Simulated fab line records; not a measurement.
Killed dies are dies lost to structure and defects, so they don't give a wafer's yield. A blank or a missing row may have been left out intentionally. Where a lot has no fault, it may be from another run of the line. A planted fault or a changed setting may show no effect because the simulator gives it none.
Problem report in the 8D (eight disciplines) form, filled by code | flow sky130 | the parts of the form that need people (team, actions taken, sign-off) are left out

## 1. THE ISSUE
Across 4 wafers from 3 lots, LI_CONTACT_W_RS at SKY_LI_CONTACT_RS_MEAS_22 averages 0.232 ohm/sq, while fault-free wafers read 0.283 ohm/sq with a standard deviation of 0.0035. Relative to the usual mean, that is a shift of -15 standard deviations.
The step: measures by four-point-probe.
The first sign was on wafer L458.6 at day 32 14:38, on film metro-01. The record holds 34 wafers of 12 lots with a number at this step. Rule for "out", or "out of limits": more than 4 standard deviations from the usual mean. Any other wafer with a number is counted as sound.

## 2. WHAT IT IS, WHAT IT ISN'T
question                    | is                             | is not
which readings at this step | LI_CONTACT_W_RS                | -
which lots                  | L458, L459, L460               | L448, L449, L452, L455, L467, L468, L469, L470, L471
which wafers of those lots  | L458.6, L459.2, L459.6, L460.6 | L458.1, L460.1, L460.3
read on which gauges        | film metro-01                  | film metro-02
when                        | from day 32 14:38              | up to then (13 sound wafers); but 17 sound wafers of L460, L467, L468, L469, L470, L471 came after

## 3. WHAT RULES OUT EACH SUSPECT
Counting: a tool at a process step up to the reading stays a suspect if it ran every lot that is out. Sound lots after the first of them don't rule it out here, since some wafers of a struck lot are sound.
- ruled out: the gauge at SKY_LI_CONTACT_RS_MEAS_22. All the wafers that are out were read on film metro-01, but those of them that SKY_LI_CONTACT_CMP_24 has rows for are out there too, on other tools.
- cvd w-02 at SKY_LI_CONTACT_CVD_21 (deposits W, target thk 400 nm, time 120.56 s): kept. It processed each lot that is out (first: L458, day 32 14:30); up to then, its last sound lot is L452 (day 30 15:36).
After counting, what remains is cvd w-02 at SKY_LI_CONTACT_CVD_21.

## 4. THE CAUSE (what the simulator had put in)
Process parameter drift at SKY_LI_CONTACT_CVD_21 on cvd w-02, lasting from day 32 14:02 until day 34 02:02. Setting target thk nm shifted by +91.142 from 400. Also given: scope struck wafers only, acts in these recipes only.
Counting left only this tool.

## 5. THE CHAIN OF EFFECTS, in route order
Rows list readings where the struck wafers' mean (over those with a number) sits beyond 3 standard deviations from the usual. Only readings for which the record gives a usual standard deviation are gone through. hours: the time from each lot's start at the first step in this table that gives one to its start at this step, as a median over the lots. sigmas: the change in usual standard deviations.
hours | step                       | reading            | usual        | on struck wafers | change | sigmas
0     | SKY_LI_CONTACT_RS_MEAS_22  | LI_CONTACT_W_RS    | 0.283 ohm/sq | 0.232            | -0.051 | -15
0     | SKY_LI_CONTACT_THK_MEAS_23 | LI_CONTACT_W_THK   | 386 nm       | 474              | +88    | +12
0     | SKY_LI_CONTACT_CMP_24      | time to endpoint s | 96 s         | 114              | +18    | +5.0
It contains these process steps:
- SKY_LI_CONTACT_CMP_24: polishes, stops on PSG, t overpolish 20 s, target thk 0 nm.

## 6. WHAT WOULD HAVE CAUGHT IT SOONER
In this record the first reading out of limits at a measuring or inspecting step was taken at day 32 14:38, 1 hour after the fault began at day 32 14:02.
Tool readings at SKY_LI_CONTACT_CVD_21 with a usual standard deviation given in the record: none out on any struck wafer, hence no alarm at a limit of 4 standard deviations on them.
Among the 3 lots that are out, L459, L460 began SKY_LI_CONTACT_CVD_21 on cvd w-02 after day 32 14:38. A hold on the tool at that time would have spared those 2.
